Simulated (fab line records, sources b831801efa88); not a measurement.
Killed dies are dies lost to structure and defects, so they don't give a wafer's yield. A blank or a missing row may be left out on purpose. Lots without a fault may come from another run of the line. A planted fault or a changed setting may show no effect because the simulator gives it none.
Problem report in the 8D (eight disciplines) form, filled by code | flow gf180mcu | the parts of the form that need people (team, actions taken, sign-off) are left out

1. THE PROBLEM
dose_ions_cm2 at GF_HV_LDD_IMPLANT_33 reads a mean of 8.4e+12 on 6 wafers of 2 lots; wafers without a fault read 7.5e+12 with a standard deviation of 7.7e+09. That is +99 or more standard deviations from the usual mean.
First seen on wafer L373.1, day 17 12:28, on implanter-03. The record holds 36 wafers of 12 lots with a number at this step. Rule for "out", or "out of limits": more than 4 standard deviations from the usual mean. The other wafers with a number count as sound.

2. WHAT IT IS AND WHAT IT IS NOT
question                    | is                                | is not
which readings at this step | dose_ions_cm2, faraday_current_uA | rotation_deg
which lots                  | L373, L375                        | L357, L359, L360, L362, L365, L367, L370, L374, L376, L378
which wafers of those lots  | all that have a number            | -
read on which tools         | implanter-03                      | implanter-01, implanter-02
when                        | from day 17 12:28                 | up to then (21 sound wafers); but 9 sound wafers of L374, L376, L378 came after

3. SUSPECTS, AND WHAT RULES EACH OUT
Counting: a tool at a process step up to the reading stays a suspect if it ran every lot that is out and no sound lot after the first of them.
- implanter-03 at GF_HV_LDD_IMPLANT_33: kept. It ran every lot that is out, first L373 (day 17 12:28), and no sound lot after that; its last sound lot up to then is L365 (day 14 19:56). Its own readings are out on those wafers: dose_ions_cm2, faraday_current_uA.
Left after counting: implanter-03 at GF_HV_LDD_IMPLANT_33.

4. THE CAUSE (what the simulator had put in)
Process parameter drift: implanter-03, from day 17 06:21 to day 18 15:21, at GF_HV_LDD_IMPLANT_33. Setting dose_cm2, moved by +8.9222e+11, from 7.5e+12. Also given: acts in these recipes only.
Counting left only this tool.

5. THE CHAIN OF EFFECTS, in route order
Each row: a reading whose mean over the struck wafers that have a number lies more than 3 standard deviations from the usual. Only readings for which the record gives a usual standard deviation are gone through. hours: the time from each lot's start at the first step in this table that gives one to its start at this step, as a median over the lots. sigmas: the change in usual standard deviations.
hours | step                 | reading            | usual   | on struck wafers | change   | sigmas
0     | GF_HV_LDD_IMPLANT_33 | dose_ions_cm2      | 7.5e+12 | 8.4e+12          | +8.9e+11 | +99 or more
0     | GF_HV_LDD_IMPLANT_33 | faraday_current_uA | 42.2    | 48.1             | +5.9     | +7.5
The process steps in it:
- GF_HV_LDD_IMPLANT_33
Later measuring or inspecting steps at which every struck wafer that the step has a row for has a number for every such reading, and none has moved that far: GF_HV_LDD_RS_MEAS_53.

6. WHAT WOULD HAVE CAUGHT IT SOONER
In this record the first reading out of limits was taken at day 17 12:28, 6 hours after the fault began at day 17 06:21.
